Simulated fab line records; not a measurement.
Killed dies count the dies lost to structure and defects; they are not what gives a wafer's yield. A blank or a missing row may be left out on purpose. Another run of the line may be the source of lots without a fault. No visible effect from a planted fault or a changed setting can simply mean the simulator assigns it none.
Which tool is to blame? | flow gf180mcu | 7 lots, 21 wafers sampled, at 4 steps of a route of 602

== WHAT THE GAUGES READ, wafer by wafer ==
GF_M2_THK_MEAS_06: measures by xrf.
lot  | measured     | on           | M2_ALCU_THK (nm)
L177 | day 19 17:14 | filmMetro-03 | 460 454 454
L181 | day 21 10:02 | filmMetro-02 | 457 455 454
L183 | day 22 01:56 | filmMetro-03 | 454 460 457
L185 | day 22 18:58 | filmMetro-03 | 457 462 459
L189 | day 24 05:29 | filmMetro-04 | 457 451 455

== WHAT TOOL EACH LOT RAN ON (gives the tool, then ch and the chambers of the sampled wafers, and finally the start) ==
lot  | GF_CONTACT_DEVELOP_13            | GF_M1_SPUTTER_00            | GF_V1_CMP_04
L177 | lithoTrack-02 ch 0, day 17 12:37 | pvdSputter-02, day 17 14:03 | cmp-01 ch 0,1,3, day 18 14:31
L181 | lithoTrack-01 ch 0, day 19 04:49 | pvdSputter-01, day 19 06:16 | cmp-01 ch 0,2,3, day 20 08:05
L183 | lithoTrack-02 ch 0, day 19 20:04 | pvdSputter-02, day 19 21:34 | cmp-01 ch 1,2,3, day 20 23:31
L185 | lithoTrack-03 ch 0, day 20 15:35 | pvdSputter-02, day 20 17:00 | cmp-01 ch 0,3, day 21 17:35
L189 | lithoTrack-03 ch 0, day 22 03:25 | pvdSputter-01, day 22 04:52 | cmp-01 ch 0,2,3, day 23 05:19
L192 | lithoTrack-03, day 23 01:49      | -                           | -
L194 | lithoTrack-01, day 23 16:40      | -                           | -
- GF_CONTACT_DEVELOP_13: develop time 60 s.
- GF_M1_SPUTTER_00: material Ti, target thk 37.5 nm, time 150 s.
- GF_V1_CMP_04: polishes SiO2.

== THE ANSWER, worked out from the rows above alone ==
Rule: the lots themselves supply what counts as usual. Put in order of their means at a reading, lots are off if they are a third of the lots or fewer, leave a main group of 4 or more, and stand apart from it by a gap of 3 or more times the standard deviation of the main group's means; of several such gaps the widest counts. If all means in a main group match to the digits the tables above print for the reading, that group is not used. Also off: a lot with no number at a reading for which 4 or more lots have one. All remaining lots with rows at the step are treated as sound.
Nothing can be told from this: no lot is off at any reading shown.

== WHAT WAS PUT IN BY THE SIMULATOR ==
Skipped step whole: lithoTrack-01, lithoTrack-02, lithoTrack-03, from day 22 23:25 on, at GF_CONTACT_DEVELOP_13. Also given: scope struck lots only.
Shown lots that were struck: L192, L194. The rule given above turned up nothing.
